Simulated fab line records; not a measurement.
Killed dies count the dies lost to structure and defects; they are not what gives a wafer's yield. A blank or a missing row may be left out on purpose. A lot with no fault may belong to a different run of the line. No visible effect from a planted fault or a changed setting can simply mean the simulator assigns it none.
Problem report, 8D (eight disciplines) form, completed by code | flow sfq-line | the parts of the form that need people (team, actions taken, sign-off) are left out

## 1. THE PROBLEM
At SFQ_TRILAYER_L0_VIA_ETCH_VIA_ETCH_016, oes-product-au averages 0.698 a.u. over 3 wafers from 2 lots, while fault-free wafers read 0.840 a.u., standard deviation 0.007. Relative to the usual mean, that is a shift of -20 standard deviations.
The step: etches SiO2 in CHF3, stops on MoNx KI, target depth 80 nm.
Seen first at day 9 19:26 on rie-diel-04, wafer L132.3. Wafers with a number at this step in the record: 42, from 14 lots. Rule for "out" (also "out of limits"): further than 4 standard deviations from the usual mean. All remaining wafers that have a number are taken as sound.

## 2. WHAT IT IS, AND WHAT IT ISN'T
question                    | is                       | is not
which readings at this step | oes-product-au           | bias-w, drypump-motor-current-A
which lots                  | L132, L135               | L126, L127, L130, L139, L141, L143, L144, L145, L146, L147, L148, L149
which wafers of those lots  | L132.3, L135.3, L135.4   | L132.1, L132.5, L135.6
read on which tools         | rie-diel-03, rie-diel-04 | rie-diel-01
when                        | from day 9 19:26         | up to then (11 sound wafers); but 28 sound wafers of L135, L139, L141, L143, L144, L145, L146, L147, L148, L149 came after

## 3. WHAT RULES OUT EACH SUSPECT
Counting: if a tool at a process step up to the reading ran every lot that is out, it stays a suspect. Sound lots after the first of them don't rule it out here, since some wafers of a struck lot are sound.
- pecvd-03 at SFQ_TRILAYER_L0_CAP_PECVD_011 (deposits SiO2 from SiH4/N2O, time 13.333 s, target thk 60 nm): kept. It ran every lot that is out, first L132 (day 5 23:05); its last sound lot up to then is L130 (day 5 12:17).
After counting, what remains is pecvd-03 at SFQ_TRILAYER_L0_CAP_PECVD_011.

## 4. THE CAUSE (what the simulator had put in)
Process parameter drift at SFQ_TRILAYER_L0_CAP_PECVD_011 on pecvd-03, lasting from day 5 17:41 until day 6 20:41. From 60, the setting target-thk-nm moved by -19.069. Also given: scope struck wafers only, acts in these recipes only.
The count eliminated every tool but this one.

## 5. THE CHAIN OF EFFECTS, in route order
Each row: a reading whose mean over the struck wafers that have a number lies more than 3 standard deviations from the usual. Only readings for which the record gives a usual standard deviation are gone through. hours: the time from each lot's start at the first step in this table that gives one to its start at this step, as a median over the lots. sigmas: the change in usual standard deviations.
hours | step                                  | reading        | usual      | on struck wafers | change | sigmas
0     | SFQ_TRILAYER_L0_VIA_ETCH_VIA_ETCH_016 | oes-product-au | 0.840 a.u. | 0.698            | -0.142 | -20
It contains these process steps:
- SFQ_TRILAYER_L0_VIA_ETCH_VIA_ETCH_016: etches SiO2 in CHF3, stops on MoNx KI, target depth 80 nm.

## 6. HOW IT WOULD HAVE BEEN CAUGHT EARLIER
In this record the first reading out of limits was taken at day 9 19:26, 98 hours after the fault began at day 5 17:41.
An alarm limit of 4 standard deviations would not have fired on the tool readings at SFQ_TRILAYER_L0_CAP_PECVD_011 for which the record gives a usual standard deviation, since none of them was out on any struck wafer.
All the lots that are out (2) had begun SFQ_TRILAYER_L0_CAP_PECVD_011 on pecvd-03 by day 9 19:26. A hold on the tool at that time would have spared none of them.
